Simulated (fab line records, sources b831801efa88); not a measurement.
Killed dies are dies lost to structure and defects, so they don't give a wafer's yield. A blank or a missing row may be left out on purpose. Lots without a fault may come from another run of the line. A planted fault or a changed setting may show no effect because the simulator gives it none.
One fault seen from 2 desks | flow gf180mcu | each desk has only its own numbers; what lay behind them comes last

THE METROLOGY DESK
What the gauges read, lot by lot, whatever tool the lot ran on: means of the sampled wafers that have a number. A lot is out of limits, marked OUT, if its mean lies more than 4 standard deviations from the usual mean; the brackets give that distance.
Columns: A = MVPSD_TW at GF_MVPSD_TW_MEAS_11, usual 549.0; B = VT_IMPLANT_02_OVL at GF_VT_IMPLANT_OVL_MEAS_29, usual -0.4 nm; C = MVPSD_RS at GF_VT_IMPLANT_RS_MEAS_49, usual 1166.6 ohm/sq; D = HV_LDD_02_OVL at GF_HV_LDD_OVL_MEAS_32, usual -0.9 nm
lot  | first seen here | A                | B    | C      | D
L926 | day 5 04:33     | 550.2            | -0.2 | 1166.7 | -0.1
L927 | day 5 10:26     | 546.3            | -2.6 | 1164.2 | 1.0
L928 | day 5 13:52     | 545.4            | 1.3  | 1166.6 | -1.9
L932 | day 6 10:16     | 555.5            | 0.2  | 1170.1 | -1.2
L933 | day 6 20:45     | 549.7            | -1.9 | 1163.9 | -1.5
L934 | day 6 23:27     | 548.4            | 0.6  | 1166.4 | -0.7
L935 | day 7 04:07     | 550.1            | -0.9 | 1167.3 | -1.1
L936 | day 7 13:59     | 548.3            | 1.0  | 1167.2 | 0.1
L937 | day 7 18:51     | 547.4            | 1.2  | 1170.0 | -0.1
L938 | day 8 00:18     | 550.6            | -0.5 | 1166.2 | -1.5
L940 | day 8 12:37     | 550.4            | -0.6 | 1163.6 | -1.7
L943 | day 9 07:15     | 565.2 (+6.0) OUT | -1.5 | -      | -0.1
L944 | day 9 13:10     | 563.7 (+5.5) OUT | 0.9  | -      | -1.8
This desk's finding: out of limits on L943, L944; first on L943, day 9 07:15 (MVPSD_TW at GF_MVPSD_TW_MEAS_11). In limits: L926, L927, L928, L932, L933, L934, L935, L936, L937, L938, L940.

THE TOOL OWNER'S DESK: implanter-03
The tool's own readings at GF_MVPSD_IMPLANT_09: means of the sampled wafers that have a number, for each lot that ran on this tool. A lot is out of limits, marked OUT, if its mean lies more than 4 standard deviations from the usual mean; the brackets give that distance.
Columns: A = tilt_deg at GF_MVPSD_IMPLANT_09, usual -0.002 degrees
lot  | first seen here | A
L927 | day 5 10:11     | -0.003
L928 | day 5 13:37     | 0.001
L938 | day 8 00:03     | -0.007
L940 | day 8 12:24     | 0.017
L943 | day 9 07:00     | 17.252 (+99 or more) OUT
L944 | day 9 12:55     | 17.275 (+99 or more) OUT
This desk's finding: out of limits on L943, L944; first on L943, day 9 07:00 (tilt_deg at GF_MVPSD_IMPLANT_09). In limits: L927, L928, L938, L940.

PUT TOGETHER
The tool owner's desk could have raised an alarm at day 9 07:00, on L943, L944.
The metrology desk could have raised an alarm at day 9 07:15, on L943, L944.
Of the lots named, all ran GF_MVPSD_IMPLANT_09 on implanter-03.

WHAT THE SIMULATOR HAD PUT IN
Process parameter drift: implanter-03, from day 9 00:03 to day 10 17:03, at GF_MVPSD_IMPLANT_09. Setting tilt_deg, moved by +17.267, from 0. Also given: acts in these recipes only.
Lots struck among those shown: L943, L944.
Hours from the fault's start to each desk's first reading out of limits: the tool owner's desk, 7; the metrology desk, 7.
